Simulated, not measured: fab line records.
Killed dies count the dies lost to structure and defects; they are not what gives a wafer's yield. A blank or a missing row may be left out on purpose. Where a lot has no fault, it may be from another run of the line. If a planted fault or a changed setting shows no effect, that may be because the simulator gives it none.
The tool behind it: which one? | flow sky130 | 39 wafers from 13 lots sampled at 4 of the route's 708 steps

WHAT EACH GAUGE READ, for each wafer
SKY_LOCAL_INTERCONNECT_THK_MEAS_02: measures by xrf. Usual: for LOCAL_INTERCONNECT_TIN_THK the level is 100.2 nm and the standard deviation is 1.3.
lot  | measured     | on            | LOCAL_INTERCONNECT_TIN_THK (nm) | flag
L258 | day 29 05:38 | film-metro-02 | 102.8 100.6 100.4               |
L259 | day 29 09:08 | film-metro-03 | 102.1 100.5 102.9               |
L262 | day 30 22:49 | film-metro-04 | 99.1 97.6 97.9                  |
L261 | day 31 00:22 | film-metro-03 | 101.2 100.5 101.0               |
L263 | day 33 15:31 | film-metro-02 | 100.6 99.0 99.7                 |
L264 | day 33 17:25 | film-metro-04 | 97.4 99.2 99.9                  |
L265 | day 33 14:35 | film-metro-02 | 100.5 102.0 102.0               |
L267 | day 33 14:46 | film-metro-04 | 99.2 100.8 99.5                 |
L270 | day 33 18:37 | film-metro-02 | 96.4 97.1 98.2                  |
L274 | day 34 12:26 | film-metro-03 | 99.8 101.7 101.3                |
L275 | day 34 16:40 | film-metro-03 | 101.6 100.8 101.7               |
L278 | day 35 14:50 | film-metro-03 | 100.3 102.0 102.1               |
L279 | day 37 03:52 | film-metro-04 | 101.5 99.9 102.5                |

SKY_LOCAL_INTERCONNECT_CD_MEAS_11 targets a cd of 170 nm. Usual: cd-nm 170.2 nm, standard deviation 1.5.
lot  | measured     | on        | cd-nm (nm)        | flag
L258 | day 30 10:06 | cd-sem-02 | 171.0 172.2 172.7 |
L259 | day 30 12:45 | cd-sem-01 | 169.6 169.0 169.7 |
L262 | day 32 01:59 | cd-sem-02 | 167.6 168.2 169.0 |
L261 | day 32 03:29 | cd-sem-02 | 169.1 170.7 171.3 |
L263 | day 34 17:50 | cd-sem-01 | 169.3 173.0 170.8 |
L264 | day 34 20:03 | cd-sem-01 | 171.8 170.4 171.9 |
L265 | day 34 16:53 | cd-sem-02 | 168.2 167.1 168.4 |
L267 | day 34 17:23 | cd-sem-02 | 171.1 171.7 170.4 |
L270 | day 34 21:20 | cd-sem-02 | 169.7 170.8 171.2 |
L274 | day 35 15:05 | cd-sem-01 | 168.1 168.8 167.7 |
L275 | day 35 19:01 | cd-sem-01 | 168.4 169.2 169.1 |
L278 | day 36 15:57 | cd-sem-02 | 169.2 169.2 169.2 |
L279 | day 38 05:54 | cd-sem-01 | 173.2 172.0 171.0 |

EACH LOT AND THE TOOL THAT RAN IT (in order: tool; ch and the chambers of the sampled wafers; start)
lot  | SKY_NWELL_IMPLANT_13           | SKY_NWELL_STRIP_25
L258 | implanter-02 ch 0, day 4 20:28 | plasma-asher-04 ch 0,1, day 5 14:13
L259 | implanter-01 ch 0, day 5 02:28 | plasma-asher-04 ch 0,1, day 5 20:17
L262 | implanter-02 ch 0, day 6 00:25 | plasma-asher-01 ch 0,1, day 6 18:25
L261 | implanter-01 ch 0, day 6 00:46 | plasma-asher-04 ch 0,1, day 6 19:47
L263 | implanter-01 ch 0, day 6 04:55 | plasma-asher-04 ch 0,1, day 6 23:54
L264 | implanter-02 ch 0, day 6 07:34 | plasma-asher-01 ch 0,1, day 7 02:02
L265 | implanter-01 ch 0, day 6 13:25 | plasma-asher-03 ch 0,1, day 7 08:04
L267 | implanter-04 ch 0, day 7 00:27 | plasma-asher-04 ch 0,1, day 7 20:13
L270 | implanter-01 ch 0, day 7 16:28 | plasma-asher-04 ch 0,1, day 8 13:15
L274 | implanter-04 ch 0, day 8 19:12 | plasma-asher-03 ch 0,1, day 9 16:56
L275 | implanter-04 ch 0, day 8 22:25 | plasma-asher-01 ch 0,1, day 9 19:44
L278 | implanter-01 ch 0, day 9 14:40 | plasma-asher-01 ch 0, day 10 11:57
L279 | implanter-01 ch 0, day 9 20:14 | plasma-asher-04 ch 0,1, day 10 18:34
- SKY_NWELL_IMPLANT_13
- SKY_NWELL_STRIP_25: strips in O2/N2.

WHAT THE TOOLS THEMSELVES READ (means of the sampled wafers that have a number; where no wafer has one, the mark that the record gives instead)
SKY_NWELL_IMPLANT_13. Usual: dose-ions-cm2 7e+11, standard deviation 8.2e+08; faraday-current-uA 3.95, standard deviation 0.07.
lot  | tool         | dose-ions-cm2 | faraday-current-uA | flag
L258 | implanter-02 | 7e+11         | 3.97               |
L259 | implanter-01 | 7e+11         | 4.00               |
L262 | implanter-02 | 7e+11         | 3.95               |
L261 | implanter-01 | 7e+11         | 3.89               |
L263 | implanter-01 | 7e+11         | 3.95               |
L264 | implanter-02 | 7e+11         | 4.00               |
L265 | implanter-01 | 7e+11         | 3.94               |
L267 | implanter-04 | 7e+11         | 3.95               |
L270 | implanter-01 | 7e+11         | 3.95               |
L274 | implanter-04 | 6e+11         | 3.43               | OFF
L275 | implanter-04 | 6e+11         | 3.47               | OFF
L278 | implanter-01 | 7e+11         | 3.89               |
L279 | implanter-01 | 7e+11         | 3.95               |

SKY_NWELL_STRIP_25. Usual: drypump-motor-current-A 5.6 A, standard deviation 0.42; o2-flow-sccm 2999 sccm, standard deviation 8.5; oes-product-au 0.722 a.u., standard deviation 0.0049; strip-time-to-endpoint-s 36.91 s, standard deviation 0.1.
lot  | tool            | drypump-motor-current-A (A) | o2-flow-sccm (sccm) | oes-product-au (a.u.) | strip-time-to-endpoint-s (s) | flag
L258 | plasma-asher-04 | 6.0                         | 2999                | 0.726                 | 36.83                        |
L259 | plasma-asher-04 | 6.0                         | 3005                | 0.720                 | 36.83                        |
L262 | plasma-asher-01 | 5.2                         | 3008                | 0.726                 | 36.81                        |
L261 | plasma-asher-04 | 6.1                         | 3002                | 0.723                 | 36.81                        |
L263 | plasma-asher-04 | 6.1                         | 2991                | 0.726                 | 36.98                        |
L264 | plasma-asher-01 | 5.4                         | 2990                | 0.716                 | 36.96                        |
L265 | plasma-asher-03 | 5.4                         | 3002                | 0.720                 | 37.00                        |
L267 | plasma-asher-04 | 6.1                         | 3005                | 0.717                 | 36.82                        |
L270 | plasma-asher-04 | 6.0                         | 2991                | 0.720                 | 36.92                        |
L274 | plasma-asher-03 | 5.4                         | 2993                | 0.723                 | 36.97                        |
L275 | plasma-asher-01 | 5.2                         | 2998                | 0.723                 | 37.10                        |
L278 | plasma-asher-01 | 5.5                         | 3001                | 0.718                 | 36.75                        |
L279 | plasma-asher-04 | 6.0                         | 2997                | 0.724                 | 36.98                        |

THE ANSWER, worked out from the rows above alone
Rule: lot off if the mean of its wafers having a number is beyond 3 standard deviations from the usual mean. Also off: a lot with no number at a reading for which 4 or more lots have one. The other lots that the step has rows for count as sound. After the gauges, taken in route order, come the tools' own readings; for these a lot's mean is taken, as printed above. The first step at which some lot is off is used, and at that step the reading that is off furthest; a lot without a number counts as furthest.
Off: L274, L275, at SKY_NWELL_IMPLANT_13 (dose-ions-cm2).
If a tool, at that step or one of the process steps before it, ran each lot that is off and ran no sound lot following the first of them, it fits. One fits: SKY_NWELL_IMPLANT_13 on implanter-04. A fault onset in the window from L267 (day 7 00:27, its last sound lot) to L274 (day 8 19:12, its first lot off) fits.
The tool's own readings at SKY_NWELL_IMPLANT_13 bear it out: on the lots that are off they differ by more than 5 times the standard deviation of the sound lots' means. dose-ions-cm2 reads 6e+11 there against 7e+11 on the sound lots; faraday-current-uA reads 3.45 there against 3.95 on the sound lots.

WHAT THE SIMULATOR PUT IN
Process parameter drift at SKY_NWELL_IMPLANT_13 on implanter-04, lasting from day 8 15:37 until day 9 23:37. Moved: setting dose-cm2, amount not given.
Shown lots that were struck: L274, L275. The same result came from the rule above.
